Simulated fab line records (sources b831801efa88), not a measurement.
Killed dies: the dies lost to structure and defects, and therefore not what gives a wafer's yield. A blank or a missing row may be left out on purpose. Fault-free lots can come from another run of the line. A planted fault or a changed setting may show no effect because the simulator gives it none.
Which of the tools did it? :: flow sky130 :: 36 wafers from 12 lots sampled at 5 of the route's 708 steps

WHAT EACH GAUGE READ, for each wafer
SKY_FIELD_ISO_THK_MEAS_25.
lot: L804
measured: day 2 11:03
on: film-metro-03
FIELD_ISO_CVD_24_THK (nm): 588 599 590

lot: L806
measured: day 2 19:32
on: film-metro-03
FIELD_ISO_CVD_24_THK (nm): 598 598 601

lot: L808
measured: day 3 05:13
on: film-metro-03
FIELD_ISO_CVD_24_THK (nm): 598 591 594

lot: L811
measured: day 4 08:47
on: film-metro-01
FIELD_ISO_CVD_24_THK (nm): 594 590 598

lot: L812
measured: day 4 09:02
on: film-metro-03
FIELD_ISO_CVD_24_THK (nm): 604 598 605

lot: L818
measured: day 5 14:25
on: film-metro-04
FIELD_ISO_CVD_24_THK (nm): 582 588 588

lot: L821
measured: day 6 04:19
on: film-metro-04
FIELD_ISO_CVD_24_THK (nm): 588 598 593

lot: L822
measured: day 6 04:19
on: film-metro-03
FIELD_ISO_CVD_24_THK (nm): 590 588 593

lot: L823
measured: day 6 08:55
on: film-metro-03
FIELD_ISO_CVD_24_THK (nm): 588 579 592

lot: L824
measured: day 6 17:29
on: film-metro-01
FIELD_ISO_CVD_24_THK (nm): 598 591 599

lot: L825
measured: day 6 20:23
on: film-metro-01
FIELD_ISO_CVD_24_THK (nm): 596 593 600

lot: L826
measured: day 7 03:45
on: film-metro-04
FIELD_ISO_CVD_24_THK (nm): 580 584 585

SKY_VT_ADJUST_NCORE_TW_MEAS_11.
lot: L804
measured: day 8 15:37
on: film-metro-04
VT_ADJUST_NCORE_TW: 218.8 220.2 219.9

lot: L806
measured: day 9 05:38
on: film-metro-03
VT_ADJUST_NCORE_TW: 219.6 219.7 220.6

lot: L808
measured: day 9 15:01
on: film-metro-04
VT_ADJUST_NCORE_TW: 219.2 220.5 221.5

lot: L811
measured: day 11 07:16
on: film-metro-04
VT_ADJUST_NCORE_TW: 228.6 226.9 227.6

lot: L812
measured: day 11 07:55
on: film-metro-01
VT_ADJUST_NCORE_TW: 227.7 229.1 229.0

lot: L818
measured: day 13 00:38
on: film-metro-04
VT_ADJUST_NCORE_TW: 220.7 221.2 220.3

lot: L821
measured: day 13 10:44
on: film-metro-03
VT_ADJUST_NCORE_TW: 219.6 218.9 219.2

lot: L822
measured: day 13 12:11
on: film-metro-01
VT_ADJUST_NCORE_TW: 220.9 219.9 218.9

lot: L823
measured: day 13 16:41
on: film-metro-03
VT_ADJUST_NCORE_TW: 220.0 219.9 219.9

lot: L824
measured: day 13 21:14
on: film-metro-04
VT_ADJUST_NCORE_TW: 219.6 220.0 219.9

lot: L825
measured: day 14 07:13
on: film-metro-01
VT_ADJUST_NCORE_TW: 220.5 220.5 221.7

lot: L826
measured: day 14 12:31
on: film-metro-03
VT_ADJUST_NCORE_TW: 219.4 219.5 219.6

SKY_SONOS_ONO_CD_MEAS_13: the cd target is 410 nm.
lot: L804
measured: day 12 16:49
on: cd-sem-02
cd-nm (nm): 410.7 409.8 410.1

lot: L806
measured: day 13 04:55
on: cd-sem-02
cd-nm (nm): 407.3 406.9 405.4

lot: L808
measured: day 13 11:49
on: cd-sem-02
cd-nm (nm): 412.0 409.8 411.0

lot: L811
measured: day 15 02:10
on: cd-sem-01
cd-nm (nm): 410.8 409.4 408.4

lot: L812
measured: day 15 05:20
on: cd-sem-01
cd-nm (nm): 407.3 406.9 405.7

lot: L818
measured: day 17 08:14
on: cd-sem-02
cd-nm (nm): 411.9 411.5 411.9

lot: L821
measured: day 17 23:05
on: cd-sem-01
cd-nm (nm): 410.1 409.1 409.6

lot: L822
measured: day 18 00:35
on: cd-sem-02
cd-nm (nm): 409.4 411.3 411.1

lot: L823
measured: day 18 08:40
on: cd-sem-01
cd-nm (nm): 406.2 408.1 407.9

lot: L824
measured: day 18 15:01
on: cd-sem-02
cd-nm (nm): 409.8 408.7 408.0

lot: L825
measured: day 19 05:01
on: cd-sem-01
cd-nm (nm): 411.5 412.7 411.4

lot: L826
measured: day 19 09:43
on: cd-sem-01
cd-nm (nm): 409.9 410.7 408.2

WHICH TOOL RAN EACH LOT (tool, then ch and the chambers of the sampled wafers, then the start)
lot: L804
SKY_FIELD_ISO_ETCH_17: rie-si-02 ch 0,3, day 2 07:14
SKY_VT_ADJUST_NCORE_IMPLANT_09: implanter-01 ch 0, day 8 15:22

lot: L806
SKY_FIELD_ISO_ETCH_17: rie-si-01 ch 0,2,3, day 2 15:53
SKY_VT_ADJUST_NCORE_IMPLANT_09: implanter-02 ch 0, day 9 05:25

lot: L808
SKY_FIELD_ISO_ETCH_17: rie-si-02 ch 0,1,3, day 3 02:56
SKY_VT_ADJUST_NCORE_IMPLANT_09: implanter-01 ch 0, day 9 14:46

lot: L811
SKY_FIELD_ISO_ETCH_17: rie-si-02 ch 0,2,3, day 3 18:02
SKY_VT_ADJUST_NCORE_IMPLANT_09: implanter-01 ch 0, day 11 07:01

lot: L812
SKY_FIELD_ISO_ETCH_17: rie-si-02 ch 0,1, day 3 22:36
SKY_VT_ADJUST_NCORE_IMPLANT_09: implanter-01 ch 0, day 11 07:39

lot: L818
SKY_FIELD_ISO_ETCH_17: rie-si-02 ch 0,1,3, day 5 12:11
SKY_VT_ADJUST_NCORE_IMPLANT_09: implanter-02 ch 0, day 13 00:24

lot: L821
SKY_FIELD_ISO_ETCH_17: rie-si-02 ch 2,3, day 6 00:05
SKY_VT_ADJUST_NCORE_IMPLANT_09: implanter-02 ch 0, day 13 10:29

lot: L822
SKY_FIELD_ISO_ETCH_17: rie-si-01 ch 0,1,3, day 6 01:20
SKY_VT_ADJUST_NCORE_IMPLANT_09: implanter-03 ch 0, day 13 11:57

lot: L823
SKY_FIELD_ISO_ETCH_17: rie-si-02 ch 0,1,3, day 6 07:05
SKY_VT_ADJUST_NCORE_IMPLANT_09: implanter-03 ch 0, day 13 16:26

lot: L824
SKY_FIELD_ISO_ETCH_17: rie-si-02 ch 0,1, day 6 15:20
SKY_VT_ADJUST_NCORE_IMPLANT_09: implanter-02 ch 0, day 13 20:59

lot: L825
SKY_FIELD_ISO_ETCH_17: rie-si-01 ch 0,1,2, day 6 18:05
SKY_VT_ADJUST_NCORE_IMPLANT_09: implanter-02 ch 0, day 14 06:58

lot: L826
SKY_FIELD_ISO_ETCH_17: rie-si-02 ch 1,2, day 7 02:05
SKY_VT_ADJUST_NCORE_IMPLANT_09: implanter-01 ch 0, day 14 12:16
- SKY_FIELD_ISO_ETCH_17: etches Si in HBr/Cl2/O2, target depth 342 nm, time 97.7 s.
- SKY_VT_ADJUST_NCORE_IMPLANT_09

AS READ BY THE TOOLS THEMSELVES (means over the sampled wafers that have a number; for cases with no such wafer, the mark the record gives instead)
SKY_FIELD_ISO_ETCH_17.
lot: L804
tool: rie-si-02
drypump-motor-current-A (A): 6.0
oes-product-au (a.u.): 1.012
throttle-valve-pct (%): 25.644

lot: L806
tool: rie-si-01
drypump-motor-current-A (A): 5.6
oes-product-au (a.u.): 1.008
throttle-valve-pct (%): 25.651

lot: L808
tool: rie-si-02
drypump-motor-current-A (A): 6.0
oes-product-au (a.u.): 1.003
throttle-valve-pct (%): 25.658

lot: L811
tool: rie-si-02
drypump-motor-current-A (A): 5.8
oes-product-au (a.u.): 1.007
throttle-valve-pct (%): 25.662

lot: L812
tool: rie-si-02
drypump-motor-current-A (A): 5.8
oes-product-au (a.u.): 0.998
throttle-valve-pct (%): 25.662

lot: L818
tool: rie-si-02
drypump-motor-current-A (A): 6.0
oes-product-au (a.u.): 1.008
throttle-valve-pct (%): 25.652

lot: L821
tool: rie-si-02
drypump-motor-current-A (A): 5.9
oes-product-au (a.u.): 0.998
throttle-valve-pct (%): 25.654

lot: L822
tool: rie-si-01
drypump-motor-current-A (A): 5.3
oes-product-au (a.u.): 1.015
throttle-valve-pct (%): 25.641

lot: L823
tool: rie-si-02
drypump-motor-current-A (A): 5.9
oes-product-au (a.u.): 1.011
throttle-valve-pct (%): 25.654

lot: L824
tool: rie-si-02
drypump-motor-current-A (A): 5.6
oes-product-au (a.u.): 1.002
throttle-valve-pct (%): 25.656

lot: L825
tool: rie-si-01
drypump-motor-current-A (A): 5.2
oes-product-au (a.u.): 1.007
throttle-valve-pct (%): 25.658

lot: L826
tool: rie-si-02
drypump-motor-current-A (A): 5.9
oes-product-au (a.u.): 0.994
throttle-valve-pct (%): 25.664

SKY_VT_ADJUST_NCORE_IMPLANT_09.
lot: L804
tool: implanter-01
dose-ions-cm2: 2.3986e+12
faraday-current-uA: 13.45

lot: L806
tool: implanter-02
dose-ions-cm2: 2.3983e+12
faraday-current-uA: 13.50

lot: L808
tool: implanter-01
dose-ions-cm2: 2.4003e+12
faraday-current-uA: 13.32

lot: L811
tool: implanter-01
dose-ions-cm2: 2.7786e+12
faraday-current-uA: 15.65

lot: L812
tool: implanter-01
dose-ions-cm2: 2.7782e+12
faraday-current-uA: 15.52

lot: L818
tool: implanter-02
dose-ions-cm2: 2.3979e+12
faraday-current-uA: 13.42

lot: L821
tool: implanter-02
dose-ions-cm2: 2.3984e+12
faraday-current-uA: 13.55

lot: L822
tool: implanter-03
dose-ions-cm2: 2.3967e+12
faraday-current-uA: 13.29

lot: L823
tool: implanter-03
dose-ions-cm2: 2.4015e+12
faraday-current-uA: 13.72

lot: L824
tool: implanter-02
dose-ions-cm2: 2.4015e+12
faraday-current-uA: 13.49

lot: L825
tool: implanter-02
dose-ions-cm2: 2.3968e+12
faraday-current-uA: 13.49

lot: L826
tool: implanter-01
dose-ions-cm2: 2.3991e+12
faraday-current-uA: 13.43

THE ANSWER, worked out from the rows above alone
Rule: what is usual is taken from the lots themselves. The widest of any qualifying gaps counts: lots, ordered by their means at a reading, are off when they make up no more than a third of the lots, leave a main group of 4 or more, and stand apart from it by 3 or more times the standard deviation of that group's means. A main group whose means are all the same, to the digits that the tables above print for the reading, isn't used. Also off: a lot with no number at a reading for which 4 or more lots have one. The other lots that the step has rows for count as sound. The gauges are gone through in route order, then the tools' own readings, and for those a lot's mean is taken as printed above. At the first step where some lot is off, the reading lying furthest off is the one used; lots without a number count as furthest.
Off: at SKY_VT_ADJUST_NCORE_TW_MEAS_11 (VT_ADJUST_NCORE_TW), L811, L812. The main group: mean 220.0, standard deviation 0.5.
If a tool, at a process step before that reading, ran all the lots that are off and no sound lot after the first of them, it fits. Not tried: the gauges at SKY_VT_ADJUST_NCORE_TW_MEAS_11; whatever is off there is also off at SKY_VT_ADJUST_NCORE_IMPLANT_09, on other tools, and gauge error can't account for it. Of those tried, none fits.

WHAT THE SIMULATOR HAD PUT IN
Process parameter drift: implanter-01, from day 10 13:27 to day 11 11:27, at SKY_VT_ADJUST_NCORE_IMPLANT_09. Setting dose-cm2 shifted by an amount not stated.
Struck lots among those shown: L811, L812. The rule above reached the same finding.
